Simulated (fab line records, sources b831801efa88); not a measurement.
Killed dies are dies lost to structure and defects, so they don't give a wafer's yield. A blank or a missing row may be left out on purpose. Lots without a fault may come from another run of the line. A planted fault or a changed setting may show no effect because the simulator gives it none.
fab line records | flow sky130
record lots=11 wafers=31 last_day=50
route steps=708 shown LOCAL_INTERCONNECT@400 CONTACT@421 METAL1@451 VIA1@465
lots that met no fault: from a run of the same line without faults
start_h: hours from the record's first day to the start of the lot's first wafer shown | wait_h: hours since the lot's step before | " the same as in the row above | L1.1+2: a row that stands for several wafers | - no value, or no start given | * or withheld: withheld | < > ~ a bound
route shown NAME@n: a module of which the file shows steps, and the number in the route of the first | usual: mean/standard deviation of fault-free wafers | same: alike in all rows | chamber/n: place in a boat | sites: the reading at each site | _std_site: their standard deviation | _edge_site: outer sites' mean less inner sites' | radius_mm: how far each site lies from the wafer's centre | mask NAME#n: copy n | behind: the tool/chamber that last shaped the wafer | hold: why the lot was held/for how many hours/how that ended | device: the transistor (n, p or np) that didn't switch | end of line: the same wafers' tests at the end of the route | a step without rows: its recipe alone | killed: dies lost to structure and defects at the first sort, not the wafer's yield | map: a wafer's dies, x killed, . not, _ none there
set.NAME: the setting as run; set.NAME@STEP: as run at that earlier step | model.NAME: the simulator's own value behind a step, which no gauge read
steps of the route over a sample of lots; a table a step, a row a wafer
services: from which hour (start_h, from the record's first day; less than 0 if before it) a tool's chamber was out of use, for how many hours, and why
## steps
# step SKY_LOCAL_INTERCONNECT_ETCH_13
# recipe chemistry=N2/H2 target=BARC ion_energy_ev=200 bias_w=100 pressure_mtorr=30 n2_flow_sccm=100 h2_flow_sccm=200 icp_w=500 stop_on=SiO2 time_s=45.9 target_depth_a=600
# usual drypump_motor_current_A=6.19/0.17 oes_product_au=0.855/0.0047 rf_fwd_power_W=494.5/1.8 throttle_valve_pct=13.225/0.009
# columns lot.wafer tool chamber start_h wait_h drypump_motor_current_A oes_product_au rf_fwd_power_W rf_hours_counter_h throttle_valve_pct
L868.1 rie_metal-04 0 694.68 0.0 6.08 0.852 497.0 9 13.213
L868.4 " 1 " " 6.34 0.853 495.5 - 13.241
L868.5 " 1 " " 6.33 0.860 494.5 - 13.216
L869.2 rie_metal-01 0 712.02 0.0 6.30 0.854 492.1 6 13.231
L869.3 " 1 " " 6.27 0.865 494.9 - 13.229
L869.4 " 0 " " 6.32 0.860 492.0 - 13.224
L870.1 rie_metal-01 1 729.26 0.0 6.28 0.854 499.0 10 13.222
L870.2 " 0 " " 6.29 0.853 492.9 6 13.233
L870.6 " 0 " " 6.29 0.857 491.9 - 13.233
L879.1 rie_metal-04 0 797.16 0.0 6.10 0.864 499.0 13 13.224
L879.4 " 1 " " 6.34 0.857 493.1 - 13.224
L881.3 rie_metal-02 1 810.38 0.0 6.28 0.858 495.2 - 13.216
L881.6 " 1 " " 6.32 0.851 494.0 - 13.207
L882.2 rie_metal-02 1 812.23 0.0 6.33 0.858 497.0 7 13.231
L882.3 " 0 " " 5.95 0.857 493.4 - 13.240
L882.4 " 1 " " 6.29 0.856 493.8 - 13.210
L885.1 rie_metal-01 0 844.32 0.0 6.32 0.854 494.0 10 13.223
L885.5 " 0 " " 6.30 0.859 492.0 - 13.206
L885.6 " 1 " " 6.29 0.852 496.3 - 13.232
L887.1 rie_metal-04 1 872.43 0.0 6.36 0.857 492.8 2 13.229
L887.2 " 0 " " 6.09 0.849 495.0 17 13.224
L887.6 " 1 " " 6.35 0.847 492.6 - 13.227
L888.1 rie_metal-02 1 872.86 0.0 6.31 0.850 494.8 9 13.225
L888.3 " 1 " " 6.31 0.846 496.6 - 13.223
L888.5 " 1 " " 6.32 0.846 495.7 - 13.223
L889.2 rie_metal-04 1 876.13 0.0 6.36 0.849 496.7 2 13.228
L889.5 " 0 " " 6.10 0.856 499.1 - 13.206
L889.6 " 1 " " 6.34 0.853 496.8 - 13.236
L891.2 rie_metal-01 0 889.33 0.0 6.30 0.854 493.7 - 13.220
L891.4 " 0 " " 6.28 0.863 494.3 - 13.219
L891.5 " 0 " " 6.26 0.865 493.6 - 13.239
# step SKY_CONTACT_OVL_MEAS_15
# usual CONTACT_OVL=2/5.5
# columns lot.wafer tool chamber start_h wait_h CONTACT_OVL[nm]
L868.1 overlay-02 - 723.35 0.1 6
L868.4 " - " " -1
L868.5 " - " " 1
L869.2 overlay-02 - 741.90 0.1 -7
L869.3 " - " " 3
L869.4 " - " " -11
L870.1 overlay-01 - 758.34 0.1 -12
L870.2 " - " " 8
L870.6 " - " " 5
L879.1 overlay-02 - 824.54 0.1 5
L879.4 " - " " 3
L881.3 overlay-01 - 837.90 0.1 -2
L881.6 " - " " 1
L882.2 overlay-01 - 839.70 0.1 -1
L882.3 " - " " 5
L882.4 " - " " -4
L885.1 overlay-02 - 871.69 0.1 -5
L885.5 " - " " -5
L885.6 " - " " 1
L887.1 overlay-02 - 899.34 0.1 -2
L887.2 " - " " 4
L887.6 " - " " 2
L888.1 overlay-02 - 900.15 0.1 11
L888.3 " - " " -1
L888.5 " - " " 3
L889.2 overlay-02 - 902.40 0.1 -7
L889.5 " - " " 4
L889.6 " - " " -9
L891.2 overlay-02 - 915.30 0.1 2
L891.4 " - " " 5
L891.5 " - " " 0
# step SKY_METAL1_DESCUM_17
# recipe chemistry=O2 source_power_w=150 bias_power_w=0 pressure_mtorr=10 temp_c=40 time_s=8
# usual drypump_motor_current_A=5.9/0.57 oes_product_au=1.003/0.011 rf_fwd_power_W=146.8/0.68
# columns lot.wafer tool chamber start_h wait_h drypump_motor_current_A oes_product_au rf_fwd_power_W rf_hours_counter_h
L868.1 rie_metal-03 0 752.51 0.0 5.0 0.997 147.4 0
L868.4 " 0 " " 5.0 1.003 147.6 -
L868.5 " 0 " " 5.0 1.002 148.0 -
L869.2 rie_metal-04 1 770.82 0.0 6.3 0.992 146.5 14
L869.3 " 0 " " 6.1 0.990 148.3 -
L869.4 " 1 " " 6.3 1.005 146.8 -
L870.1 rie_metal-04 0 786.52 0.0 6.1 0.983 147.5 12
L870.2 " 1 " " 6.3 0.994 146.5 14
L870.6 " 1 " " 6.3 1.000 147.0 -
L879.1 rie_metal-03 1 852.41 0.0 5.1 1.005 146.4 4
L879.4 " 1 " " 5.1 1.010 146.1 -
L881.3 rie_metal-03 0 865.04 0.0 5.0 1.013 147.1 -
L881.6 " 0 " " 5.0 0.996 146.8 -
L882.2 rie_metal-04 0 866.92 0.0 6.1 1.000 147.5 17
L882.3 " 1 " " 6.3 0.992 147.4 -
L882.4 " 0 " " 6.1 0.982 147.3 -
L885.1 rie_metal-01 0 899.06 0.0 6.2 1.022 146.5 13
L885.5 " 0 " " 6.3 1.015 146.4 -
L885.6 " 0 " " 6.3 1.014 146.1 -
L887.1 rie_metal-01 0 926.37 0.0 6.3 1.014 145.7 15
L887.2 " 0 " " 6.2 1.005 145.6 -
L887.6 " 0 " " 6.3 1.006 146.3 -
L888.1 rie_metal-03 1 927.66 0.0 5.1 1.025 146.5 6
L888.3 " 0 " " 5.0 1.013 147.1 -
L888.5 " 0 " " 5.0 1.006 147.4 -
L889.2 rie_metal-04 0 929.54 0.0 6.1 0.995 148.1 1
L889.5 " 0 " " 6.1 0.994 147.5 -
L889.6 " 1 " " 6.4 0.983 146.5 -
L891.2 rie_metal-01 0 941.15 0.0 6.3 1.021 146.9 -
L891.4 " 0 " " 6.3 1.010 146.7 -
L891.5 " 0 " " 6.3 1.027 145.7 -
# step SKY_VIA1_COAT_07
# recipe resist=KrF-thick spin_rpm=3000 resist_thk_nm=450
# columns lot.wafer tool chamber start_h wait_h
L868.1+4+5 litho_track-01 0 767 -
L869.2+3+4 litho_track-04 0 785 -
L870.1+2+6 litho_track-03 0 800 -
L879.1+4 litho_track-03 0 866 -
L881.3+6 litho_track-03 0 879 -
L882.2+3+4 litho_track-04 0 880 -
L885.1+5+6 litho_track-01 0 911 -
L887.1+2+6 litho_track-03 0 939 -
L888.1+3+5 litho_track-04 0 940 -
L889.2+5+6 litho_track-04 0 943 -
L891.2+4+5 litho_track-01 0 954 -
# step SKY_VIA1_STRIP_16
# recipe chemistry=O2/N2 power_w=1400 pressure_mtorr=1500 platen_temp_c=withheld o2_flow_sccm=3000 n2_flow_sccm=300 overash_fraction=0.5
# usual drypump_motor_current_A=6.0/0.5 o2_flow_sccm=3000/9.1 oes_product_au=0.415/0.0043 strip_time_to_endpoint_s=4.455/0.019
# columns lot.wafer tool chamber start_h wait_h drypump_motor_current_A o2_flow_sccm oes_product_au rf_hours_counter_h strip_time_to_endpoint_s
L868.1 plasma_asher-02 0 780.40 0.0 5.4 2992 0.408 3 4.452
L868.4 " 1 " " 5.7 2997 0.410 - 4.469
L868.5 " 0 " " 5.3 3005 0.408 - 4.465
L869.2 plasma_asher-03 1 798.77 0.0 5.8 3003 0.418 36 4.422
L869.3 " 0 " " 5.6 3012 0.419 - 4.446
L869.4 " 1 " " 5.7 3001 0.419 - 4.454
L870.1 plasma_asher-01 1 814.20 0.0 6.6 2986 0.415 100 4.449
L870.2 " 0 " " 6.5 3006 0.419 100 4.478
L870.6 " 1 " " 6.6 2987 0.417 - 4.469
L879.1 plasma_asher-02 0 879.69 0.0 5.4 3006 0.388 13 3.948
L879.4 " 0 " " 5.3 2998 0.411 - 4.448
L881.3 plasma_asher-01 0 891.90 0.1 6.5 2999 0.419 - 4.454
L881.6 " 0 " " 6.5 2997 0.395 - 3.957
L882.2 plasma_asher-01 1 894.18 0.0 6.6 2992 0.416 109 4.446
L882.3 " 1 " " 6.6 3003 0.415 - 4.457
L882.4 " 0 " " 6.5 3000 0.414 - 4.455
L885.1 plasma_asher-01 0 925.32 0.0 6.5 3011 0.421 112 4.468
L885.5 " 1 " " 6.6 3000 0.411 - 4.453
L885.6 " 0 " " 6.5 3010 0.420 - 4.453
L887.1 plasma_asher-01 0 952.42 0.0 6.5 3011 0.419 115 4.455
L887.2 " 1 " " 6.6 2995 0.410 115 4.449
L887.6 " 0 " " 6.5 3014 0.420 - 4.459
L888.1 plasma_asher-03 1 953.75 0.0 5.7 2988 0.419 51 4.457
L888.3 " 1 " " 5.8 3001 0.415 - 4.496
L888.5 " 1 " " 5.7 2991 0.422 - 4.456
L889.2 plasma_asher-01 0 955.78 0.0 6.5 3006 0.412 116 4.487
L889.5 " 1 " " 6.6 2989 0.409 - 4.489
L889.6 " 0 " " 6.5 3004 0.416 - 4.502
L891.2 plasma_asher-01 1 965.97 0.0 6.6 2992 0.417 118 4.458
L891.4 " 1 " " 6.6 2995 0.422 - 4.483
L891.5 " 1 " " 6.6 3005 0.416 - 4.481
## services
# columns tool chamber start_h hours kind
rie_metal-03 0 686.16 14.1 repair
rie_metal-02 - 700.93 0.1 repair
plasma_asher-02 - 733.75 9.0 pm
plasma_asher-03 - 741.04 0.9 repair
rie_metal-04 - 762.89 2.8 pm
rie_metal-01 0 769.01 2.5 repair
rie_metal-01 - 797.92 2.1 repair
rie_metal-04 1 807.09 - clean
rie_metal-04 1 807.09 22.8 scheduled_down
rie_metal-04 1 807.09 22.8 vent_cycle
plasma_asher-02 - 821.24 12.2 pm
rie_metal-03 0 822.57 13.1 repair
plasma_asher-03 - 842.77 0.4 repair
rie_metal-03 0 843.74 5.0 repair
rie_metal-03 - 856.31 2.8 pm
plasma_asher-01 - 858.36 3.5 repair
rie_metal-01 - 864.28 18.1 repair
plasma_asher-03 - 867.80 16.0 pm
rie_metal-01 1 873.02 81.6 repair
rie_metal-04 0 880.09 - clean
rie_metal-04 0 880.09 15.5 scheduled_down
rie_metal-04 - 913.56 0.7 repair
rie_metal-02 - 956.76 1.4 pm
plasma_asher-02 - 960.83 9.2 repair
## key
first_sign step=SKY_VIA1_STRIP_16 reading=strip_time_to_endpoint_s direction=down sigmas=27 usual=* struck=*
effect step=SKY_VIA1_STRIP_16 reading=oes_product_au direction=down sigmas=5.5 usual=0.415 struck=0.392
met_at SKY_VIA1_COAT_07
struck_lots L879,L881
struck_wafers L879.1,L881.6
not_acting_at SKY_LOCAL_INTERCONNECT_ETCH_13,SKY_CONTACT_OVL_MEAS_15,SKY_METAL1_DESCUM_17
onset_between 800 866
fault kind=process_parameter_drift tool=litho_track-03 chamber=- onset_h=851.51 steps=SKY_VIA1_COAT_07 channel=resist_thk_nm offset=-47.65 shape=step end_h=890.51 scope=struck_wafers_only acts_in=these_recipes_only stated=450
